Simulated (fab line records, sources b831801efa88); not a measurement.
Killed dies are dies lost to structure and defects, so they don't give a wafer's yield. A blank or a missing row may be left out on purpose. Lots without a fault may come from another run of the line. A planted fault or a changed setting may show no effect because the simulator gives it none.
Which tool did it? | flow sfq_line | 6 lots, 18 wafers sampled, at 1 step of a route of 325

WHAT THE GAUGES READ, wafer by wafer
SFQ_M7_OVL_MEAS_945.
lot  | measured     | on         | M7_OVL (nm)
L413 | day 69 12:02 | overlay-02 | -10 -9 -7
L416 | day 73 03:47 | overlay-02 | -13 -6 -4
L418 | day 73 17:27 | overlay-01 | -2 -5 -4
L422 | day 75 05:46 | overlay-02 | 13 2 3
L424 | day 76 06:54 | overlay-02 | 4 4 2
L428 | day 77 01:04 | overlay-01 | 2 0 -2

WHICH TOOL RAN EACH LOT (tool, then ch and the chambers of the sampled wafers, then the start)
The record holds no process step before these readings.

THE ANSWER, worked out from the rows above alone
Rule: what is usual is taken from the lots themselves. Put in order of their means at a reading, lots are off if they are a third of the lots or fewer, leave a main group of 4 or more, and stand apart from it by a gap of 3 or more times the standard deviation of the main group's means; of several such gaps the widest counts. A main group whose means are all the same, to the digits that the tables above print for the reading, isn't used. A lot without any number at a reading at which 4 lots or more have one is off too. The other lots that the step has rows for count as sound.
No lot is off at any reading shown: from this, nothing can be told.

WHAT THE SIMULATOR HAD PUT IN
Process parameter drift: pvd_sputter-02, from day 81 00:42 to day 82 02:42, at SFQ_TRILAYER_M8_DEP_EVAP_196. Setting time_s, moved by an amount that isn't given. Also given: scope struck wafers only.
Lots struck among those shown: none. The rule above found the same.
